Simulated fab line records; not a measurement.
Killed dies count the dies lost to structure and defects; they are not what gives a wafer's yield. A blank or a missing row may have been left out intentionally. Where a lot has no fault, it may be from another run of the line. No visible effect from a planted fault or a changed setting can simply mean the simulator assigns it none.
Split-lot trial || flow sky130 || route with 708 steps; 5 lots, 27 wafers read

THE SPLIT ITSELF
At SKY_METAL3_SPUTTER_04 (material TiN, target thk 70 nm, time 58.3 s), the setting time-s was moved away from the recipe's 58.3 s on 6 of the 27 wafers read, by -44.4% to -21.8%. For the rest of the wafers, this setting stayed at what the recipe calls for.

Reading taken at the split's own step.

THE READING
TiN_of_METAL3_SPUTTER_04.thk-nm (the simulator's own value, which no gauge read), in nm, at SKY_METAL3_SPUTTER_04 (material TiN, target thk 70 nm, time 58.3 s). No usual value for it is given in the file. Across the 21 wafers here that went through the recipe, the average is 70.75 nm and the standard deviation 0.53 nm.

{"wafer": "L075.1", "tool, chamber at the split": "pvd-sputter-01, -", "time-s as run, s": 58.3, "against the recipe": "recipe", "TiN_of_METAL3_SPUTTER_04.thk-nm, nm": 70.02, "against lot-mates on the recipe": "-"}
{"wafer": "L075.2", "tool, chamber at the split": "pvd-sputter-01, -", "time-s as run, s": 58.3, "against the recipe": "recipe", "TiN_of_METAL3_SPUTTER_04.thk-nm, nm": 70.69, "against lot-mates on the recipe": "-"}
{"wafer": "L075.3", "tool, chamber at the split": "pvd-sputter-01, -", "time-s as run, s": 45.58, "against the recipe": "-21.8%", "TiN_of_METAL3_SPUTTER_04.thk-nm, nm": 55.3, "against lot-mates on the recipe": -15.37}
{"wafer": "L075.4", "tool, chamber at the split": "pvd-sputter-01, -", "time-s as run, s": 45.58, "against the recipe": "-21.8%", "TiN_of_METAL3_SPUTTER_04.thk-nm, nm": 56.61, "against lot-mates on the recipe": -14.06}
{"wafer": "L075.5", "tool, chamber at the split": "pvd-sputter-01, -", "time-s as run, s": 58.3, "against the recipe": "recipe", "TiN_of_METAL3_SPUTTER_04.thk-nm, nm": 71.31, "against lot-mates on the recipe": "-"}
{"wafer": "L075.6", "tool, chamber at the split": "pvd-sputter-01, -", "time-s as run, s": 45.58, "against the recipe": "-21.8%", "TiN_of_METAL3_SPUTTER_04.thk-nm, nm": 54.58, "against lot-mates on the recipe": -16.09}
{"wafer": "L076.2", "tool, chamber at the split": "pvd-sputter-02, -", "time-s as run, s": 58.3, "against the recipe": "recipe", "TiN_of_METAL3_SPUTTER_04.thk-nm, nm": 71, "against lot-mates on the recipe": "-"}
{"wafer": "L076.3", "tool, chamber at the split": "pvd-sputter-02, -", "time-s as run, s": 58.3, "against the recipe": "recipe", "TiN_of_METAL3_SPUTTER_04.thk-nm, nm": 70.56, "against lot-mates on the recipe": "-"}
{"wafer": "L076.5", "tool, chamber at the split": "pvd-sputter-02, -", "time-s as run, s": 58.3, "against the recipe": "recipe", "TiN_of_METAL3_SPUTTER_04.thk-nm, nm": 70.77, "against lot-mates on the recipe": "-"}
{"wafer": "L077.1", "tool, chamber at the split": "pvd-sputter-04, -", "time-s as run, s": 32.41, "against the recipe": "-44.4%", "TiN_of_METAL3_SPUTTER_04.thk-nm, nm": 40.56, "against lot-mates on the recipe": -30.57}
{"wafer": "L077.2", "tool, chamber at the split": "pvd-sputter-04, -", "time-s as run, s": 58.3, "against the recipe": "recipe", "TiN_of_METAL3_SPUTTER_04.thk-nm, nm": 71.69, "against lot-mates on the recipe": "-"}
{"wafer": "L077.3", "tool, chamber at the split": "pvd-sputter-04, -", "time-s as run, s": 58.3, "against the recipe": "recipe", "TiN_of_METAL3_SPUTTER_04.thk-nm, nm": 70.57, "against lot-mates on the recipe": "-"}
{"wafer": "L077.4", "tool, chamber at the split": "pvd-sputter-04, -", "time-s as run, s": 32.41, "against the recipe": "-44.4%", "TiN_of_METAL3_SPUTTER_04.thk-nm, nm": 39.34, "against lot-mates on the recipe": -31.79}
{"wafer": "L077.5", "tool, chamber at the split": "pvd-sputter-04, -", "time-s as run, s": 58.3, "against the recipe": "recipe", "TiN_of_METAL3_SPUTTER_04.thk-nm, nm": 71.13, "against lot-mates on the recipe": "-"}
{"wafer": "L077.6", "tool, chamber at the split": "pvd-sputter-04, -", "time-s as run, s": 32.41, "against the recipe": "-44.4%", "TiN_of_METAL3_SPUTTER_04.thk-nm, nm": 41.04, "against lot-mates on the recipe": -30.09}
{"wafer": "L079.1", "tool, chamber at the split": "pvd-sputter-01, -", "time-s as run, s": 58.3, "against the recipe": "recipe", "TiN_of_METAL3_SPUTTER_04.thk-nm, nm": 71.35, "against lot-mates on the recipe": "-"}
{"wafer": "L079.2", "tool, chamber at the split": "pvd-sputter-01, -", "time-s as run, s": 58.3, "against the recipe": "recipe", "TiN_of_METAL3_SPUTTER_04.thk-nm, nm": 70.54, "against lot-mates on the recipe": "-"}
{"wafer": "L079.3", "tool, chamber at the split": "pvd-sputter-01, -", "time-s as run, s": 58.3, "against the recipe": "recipe", "TiN_of_METAL3_SPUTTER_04.thk-nm, nm": 71.76, "against lot-mates on the recipe": "-"}
{"wafer": "L079.4", "tool, chamber at the split": "pvd-sputter-01, -", "time-s as run, s": 58.3, "against the recipe": "recipe", "TiN_of_METAL3_SPUTTER_04.thk-nm, nm": 70.88, "against lot-mates on the recipe": "-"}
{"wafer": "L079.5", "tool, chamber at the split": "pvd-sputter-01, -", "time-s as run, s": 58.3, "against the recipe": "recipe", "TiN_of_METAL3_SPUTTER_04.thk-nm, nm": 71.37, "against lot-mates on the recipe": "-"}
{"wafer": "L079.6", "tool, chamber at the split": "pvd-sputter-01, -", "time-s as run, s": 58.3, "against the recipe": "recipe", "TiN_of_METAL3_SPUTTER_04.thk-nm, nm": 70.65, "against lot-mates on the recipe": "-"}
{"wafer": "L083.1", "tool, chamber at the split": "pvd-sputter-02, -", "time-s as run, s": 58.3, "against the recipe": "recipe", "TiN_of_METAL3_SPUTTER_04.thk-nm, nm": 70.17, "against lot-mates on the recipe": "-"}
{"wafer": "L083.2", "tool, chamber at the split": "pvd-sputter-02, -", "time-s as run, s": 58.3, "against the recipe": "recipe", "TiN_of_METAL3_SPUTTER_04.thk-nm, nm": 70.29, "against lot-mates on the recipe": "-"}
{"wafer": "L083.3", "tool, chamber at the split": "pvd-sputter-02, -", "time-s as run, s": 58.3, "against the recipe": "recipe", "TiN_of_METAL3_SPUTTER_04.thk-nm, nm": 70.89, "against lot-mates on the recipe": "-"}
{"wafer": "L083.4", "tool, chamber at the split": "pvd-sputter-02, -", "time-s as run, s": 58.3, "against the recipe": "recipe", "TiN_of_METAL3_SPUTTER_04.thk-nm, nm": 69.78, "against lot-mates on the recipe": "-"}
{"wafer": "L083.5", "tool, chamber at the split": "pvd-sputter-02, -", "time-s as run, s": 58.3, "against the recipe": "recipe", "TiN_of_METAL3_SPUTTER_04.thk-nm, nm": 70.21, "against lot-mates on the recipe": "-"}
{"wafer": "L083.6", "tool, chamber at the split": "pvd-sputter-02, -", "time-s as run, s": 58.3, "against the recipe": "recipe", "TiN_of_METAL3_SPUTTER_04.thk-nm, nm": 70.15, "against lot-mates on the recipe": "-"}

FIT RESULTS
A straight line over all 27 wafers: TiN_of_METAL3_SPUTTER_04.thk-nm changes by +0.688 nm for each +1% of time-s; r = +1.00; the points scatter about the line by 0.63 nm.
The same after taking each lot's own level away (the mean of its wafers on the recipe; 27 wafers): +0.694 nm for each +1%; r = +1.00; scatter 0.53 nm.
That fit puts the effect of the largest move of time-s on the reading at 31 nm.
Across the lots, their own levels run from 70.248 to 71.130 nm, a range of 1.6 times the standard deviation given above.
So the lot-to-lot level changes the slope little: the two slopes agree.
Check: -30.9 nm against its lot-mates is what the line predicts for one of the wafers moved furthest among these (-44.4%) when that wafer is left out of the fit. Against them it came out at -30.6 nm.

THESE WAFERS: OTHER SPLITS
These wafers also went through other splits before the reading. Each is held against what the fit with the lots' levels taken away leaves over:
{"other split on the same wafers": "SKY_SONOS_ONO_DEVELOP_12 develop-time-s", "wafers away from the commonest value": 12, "r with TiN_of_METAL3_SPUTTER_04.thk-nm (lot level and that fit taken away)": "+0.18"}
{"other split on the same wafers": "SKY_POLY_GATE_DEVELOP_12 develop-time-s", "wafers away from the commonest value": 9, "r with TiN_of_METAL3_SPUTTER_04.thk-nm (lot level and that fit taken away)": "+0.24"}
{"other split on the same wafers": "SKY_LOCAL_INTERCONNECT_SPUTTER_00 time-s", "wafers away from the commonest value": 12, "r with TiN_of_METAL3_SPUTTER_04.thk-nm (lot level and that fit taken away)": "+0.05"}
{"other split on the same wafers": "SKY_CONTACT_DEVELOP_13 develop-time-s", "wafers away from the commonest value": 12, "r with TiN_of_METAL3_SPUTTER_04.thk-nm (lot level and that fit taken away)": "+0.08"}
{"other split on the same wafers": "SKY_METAL1_DEVELOP_14 develop-time-s", "wafers away from the commonest value": 12, "r with TiN_of_METAL3_SPUTTER_04.thk-nm (lot level and that fit taken away)": "+0.05"}
{"other split on the same wafers": "SKY_METAL2_SPUTTER_03 time-s", "wafers away from the commonest value": 9, "r with TiN_of_METAL3_SPUTTER_04.thk-nm (lot level and that fit taken away)": "+0.38"}

FILE'S OWN FIT
TiN_of_METAL3_SPUTTER_04.thk-nm changes by +0.694 nm for each +1% of time-s, r = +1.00.
